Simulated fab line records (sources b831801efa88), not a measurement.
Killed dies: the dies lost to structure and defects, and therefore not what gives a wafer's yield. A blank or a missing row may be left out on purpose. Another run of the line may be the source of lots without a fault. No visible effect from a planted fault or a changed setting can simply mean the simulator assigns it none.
What tool caused it? / flow sky130 / 12 lots with 36 wafers sampled at 4 steps, on a route of 708 steps

WHAT THE GAUGES READ, wafer by wafer
SKY_POLY_CUT_CD_MEAS_08: the cd target is 270 nm.
lot=L569; measured=day 23 18:33; on=cdSem-02; cdNm (nm)=270.5 269.5 271.0
lot=L570; measured=day 23 20:52; on=cdSem-02; cdNm (nm)=270.7 271.0 271.0
lot=L572; measured=day 24 20:58; on=cdSem-01; cdNm (nm)=267.3 268.9 268.0
lot=L573; measured=day 25 04:31; on=cdSem-01; cdNm (nm)=268.8 269.6 267.6
lot=L574; measured=day 25 13:16; on=cdSem-01; cdNm (nm)=267.5 267.8 268.3
lot=L575; measured=day 25 19:15; on=cdSem-01; cdNm (nm)=269.1 269.0 269.8
lot=L577; measured=day 26 11:04; on=cdSem-02; cdNm (nm)=270.0 270.4 270.5
lot=L579; measured=day 27 08:22; on=cdSem-01; cdNm (nm)=269.3 269.8 269.8
lot=L580; measured=day 27 13:10; on=cdSem-02; cdNm (nm)=270.3 270.3 268.7
lot=L583; measured=day 28 09:13; on=cdSem-02; cdNm (nm)=271.1 272.4 271.1
lot=L590; measured=day 31 06:22; on=cdSem-01; cdNm (nm)=269.2 269.9 267.9
lot=L592; measured=day 31 11:20; on=cdSem-02; cdNm (nm)=268.8 270.0 269.4

SKY_LI_CONTACT_RS_MEAS_22: uses a four-point probe to measure.
lot=L569; measured=day 28 19:48; on=filmMetro-04; LI_CONTACT_W_RS (ohm/sq)=0.285 0.288 0.287
lot=L570; measured=day 28 20:41; on=filmMetro-04; LI_CONTACT_W_RS (ohm/sq)=0.289 0.288 0.289
lot=L572; measured=day 29 18:55; on=filmMetro-03; LI_CONTACT_W_RS (ohm/sq)=0.288 0.284 0.290
lot=L573; measured=day 30 01:26; on=filmMetro-04; LI_CONTACT_W_RS (ohm/sq)=0.290 0.286 0.290
lot=L574; measured=day 30 11:37; on=filmMetro-04; LI_CONTACT_W_RS (ohm/sq)=0.296 0.293 0.293
lot=L575; measured=day 30 16:10; on=filmMetro-03; LI_CONTACT_W_RS (ohm/sq)=0.280 0.285 0.280
lot=L577; measured=day 31 05:48; on=filmMetro-03; LI_CONTACT_W_RS (ohm/sq)=0.294 0.287 0.293
lot=L579; measured=day 32 00:26; on=filmMetro-04; LI_CONTACT_W_RS (ohm/sq)=0.286 0.286 0.286
lot=L580; measured=day 32 06:22; on=filmMetro-03; LI_CONTACT_W_RS (ohm/sq)=0.288 0.289 0.289
lot=L583; measured=day 32 22:07; on=filmMetro-04; LI_CONTACT_W_RS (ohm/sq)=0.286 0.271 0.289
lot=L590; measured=day 35 17:36; on=filmMetro-03; LI_CONTACT_W_RS (ohm/sq)=0.282 0.283 0.286
lot=L592; measured=day 35 22:20; on=filmMetro-02; LI_CONTACT_W_RS (ohm/sq)=0.289 0.288 0.285

EACH LOT AND THE TOOL THAT RAN IT (in order: tool; ch and the chambers of the sampled wafers; start)
lot=L569; SKY_POLY_CUT_ETCH_11=rieDiel-04 ch 0,2,3, day 23 18:43; SKY_LI_CONTACT_CVD_21=cvdW-01 ch 0,1, day 28 19:40
lot=L570; SKY_POLY_CUT_ETCH_11=rieDiel-03 ch 0,1,3, day 23 21:04; SKY_LI_CONTACT_CVD_21=cvdW-01 ch 1, day 28 20:34
lot=L572; SKY_POLY_CUT_ETCH_11=rieDiel-01 ch 0,2,3, day 24 21:10; SKY_LI_CONTACT_CVD_21=cvdW-01 ch 0,1, day 29 18:47
lot=L573; SKY_POLY_CUT_ETCH_11=rieDiel-04 ch 0,1, day 25 04:43; SKY_LI_CONTACT_CVD_21=cvdW-02 ch 0,1, day 30 01:19
lot=L574; SKY_POLY_CUT_ETCH_11=rieDiel-01 ch 1,2,3, day 25 13:28; SKY_LI_CONTACT_CVD_21=cvdW-01 ch 1, day 30 11:29
lot=L575; SKY_POLY_CUT_ETCH_11=rieDiel-03 ch 0,3, day 25 19:27; SKY_LI_CONTACT_CVD_21=cvdW-02 ch 0,1, day 30 16:02
lot=L577; SKY_POLY_CUT_ETCH_11=rieDiel-04 ch 1,2, day 26 11:14; SKY_LI_CONTACT_CVD_21=cvdW-02 ch 0,1, day 31 05:40
lot=L579; SKY_POLY_CUT_ETCH_11=rieDiel-04 ch 0,1,3, day 27 08:33; SKY_LI_CONTACT_CVD_21=cvdW-02 ch 0,1, day 32 00:18
lot=L580; SKY_POLY_CUT_ETCH_11=rieDiel-01 ch 0,2,3, day 27 13:22; SKY_LI_CONTACT_CVD_21=cvdW-02 ch 0,1, day 32 06:14
lot=L583; SKY_POLY_CUT_ETCH_11=rieDiel-03 ch 1,2, day 28 09:25; SKY_LI_CONTACT_CVD_21=cvdW-01 ch 0,1, day 32 21:59
lot=L590; SKY_POLY_CUT_ETCH_11=rieDiel-04 ch 0,2, day 31 06:34; SKY_LI_CONTACT_CVD_21=cvdW-02 ch 0,1, day 35 17:28
lot=L592; SKY_POLY_CUT_ETCH_11=rieDiel-01 ch 1,2,3, day 31 11:31; SKY_LI_CONTACT_CVD_21=cvdW-02 ch 0,1, day 35 22:11
- SKY_POLY_CUT_ETCH_11: etches Si3N4 in CF4/CH2F2/Ar, stops on poly-Si, time 42.5 s, target depth 60 nm.
- SKY_LI_CONTACT_CVD_21: deposits W, target thk 400 nm, time 120.56 s.

AS READ BY THE TOOLS THEMSELVES (means over the sampled wafers that have a number; for cases with no such wafer, the mark the record gives instead)
SKY_POLY_CUT_ETCH_11.
lot=L569; tool=rieDiel-04; ch2f2FlowSccm (sccm)=19.95; drypumpMotorCurrentA (A)=5.9; mfcArSccm (sccm)=149.8; oesProductAu (a.u.)=0.832; throttleValvePct (%)=14.996
lot=L570; tool=rieDiel-03; ch2f2FlowSccm (sccm)=20.00; drypumpMotorCurrentA (A)=5.8; mfcArSccm (sccm)=149.8; oesProductAu (a.u.)=0.832; throttleValvePct (%)=15.004
lot=L572; tool=rieDiel-01; ch2f2FlowSccm (sccm)=20.04; drypumpMotorCurrentA (A)=5.9; mfcArSccm (sccm)=149.7; oesProductAu (a.u.)=0.824; throttleValvePct (%)=14.992
lot=L573; tool=rieDiel-04; ch2f2FlowSccm (sccm)=19.99; drypumpMotorCurrentA (A)=5.9; mfcArSccm (sccm)=149.6; oesProductAu (a.u.)=0.824; throttleValvePct (%)=14.999
lot=L574; tool=rieDiel-01; ch2f2FlowSccm (sccm)=19.96; drypumpMotorCurrentA (A)=5.9; mfcArSccm (sccm)=150.1; oesProductAu (a.u.)=0.838; throttleValvePct (%)=14.992
lot=L575; tool=rieDiel-03; ch2f2FlowSccm (sccm)=19.99; drypumpMotorCurrentA (A)=6.0; mfcArSccm (sccm)=149.8; oesProductAu (a.u.)=0.831; throttleValvePct (%)=14.998
lot=L577; tool=rieDiel-04; ch2f2FlowSccm (sccm)=19.96; drypumpMotorCurrentA (A)=6.2; mfcArSccm (sccm)=150.2; oesProductAu (a.u.)=0.831; throttleValvePct (%)=14.995
lot=L579; tool=rieDiel-04; ch2f2FlowSccm (sccm)=19.96; drypumpMotorCurrentA (A)=5.7; mfcArSccm (sccm)=149.8; oesProductAu (a.u.)=0.827; throttleValvePct (%)=15.000
lot=L580; tool=rieDiel-01; ch2f2FlowSccm (sccm)=19.98; drypumpMotorCurrentA (A)=5.8; mfcArSccm (sccm)=150.6; oesProductAu (a.u.)=0.825; throttleValvePct (%)=15.003
lot=L583; tool=rieDiel-03; ch2f2FlowSccm (sccm)=19.90; drypumpMotorCurrentA (A)=5.4; mfcArSccm (sccm)=149.8; oesProductAu (a.u.)=0.828; throttleValvePct (%)=14.996
lot=L590; tool=rieDiel-04; ch2f2FlowSccm (sccm)=20.07; drypumpMotorCurrentA (A)=6.1; mfcArSccm (sccm)=149.1; oesProductAu (a.u.)=0.824; throttleValvePct (%)=14.997
lot=L592; tool=rieDiel-01; ch2f2FlowSccm (sccm)=20.04; drypumpMotorCurrentA (A)=5.9; mfcArSccm (sccm)=150.2; oesProductAu (a.u.)=0.824; throttleValvePct (%)=14.990

SKY_LI_CONTACT_CVD_21.
lot=L569; tool=cvdW-01; heaterPowerW (W)=940
lot=L570; tool=cvdW-01; heaterPowerW (W)=869
lot=L572; tool=cvdW-01; heaterPowerW (W)=1012
lot=L573; tool=cvdW-02; heaterPowerW (W)=979
lot=L574; tool=cvdW-01; heaterPowerW (W)=880
lot=L575; tool=cvdW-02; heaterPowerW (W)=901
lot=L577; tool=cvdW-02; heaterPowerW (W)=982
lot=L579; tool=cvdW-02; heaterPowerW (W)=984
lot=L580; tool=cvdW-02; heaterPowerW (W)=984
lot=L583; tool=cvdW-01; heaterPowerW (W)=931
lot=L590; tool=cvdW-02; heaterPowerW (W)=986
lot=L592; tool=cvdW-02; heaterPowerW (W)=921

THE ANSWER, worked out from the rows above alone
Rule: the usual values come from the lots themselves. Put in order of their means at a reading, lots are off if they are a third of the lots or fewer, leave a main group of 4 or more, and stand apart from it by a gap of 3 or more times the standard deviation of the main group's means; of several such gaps the widest counts. If all means in a main group match to the digits the tables above print for the reading, that group is not used. A lot without any number at a reading at which 4 lots or more have one is off too. All remaining lots with rows at the step are treated as sound. Order of review: gauges by route order, followed by the tools' own readings, for which a lot's mean as printed above is used. The first step at which some lot is off is used, and at that step the reading that is off furthest; a lot without a number counts as furthest.
No lot is off on any of the readings shown, so nothing can be concluded from this.

WHAT WAS PUT IN BY THE SIMULATOR
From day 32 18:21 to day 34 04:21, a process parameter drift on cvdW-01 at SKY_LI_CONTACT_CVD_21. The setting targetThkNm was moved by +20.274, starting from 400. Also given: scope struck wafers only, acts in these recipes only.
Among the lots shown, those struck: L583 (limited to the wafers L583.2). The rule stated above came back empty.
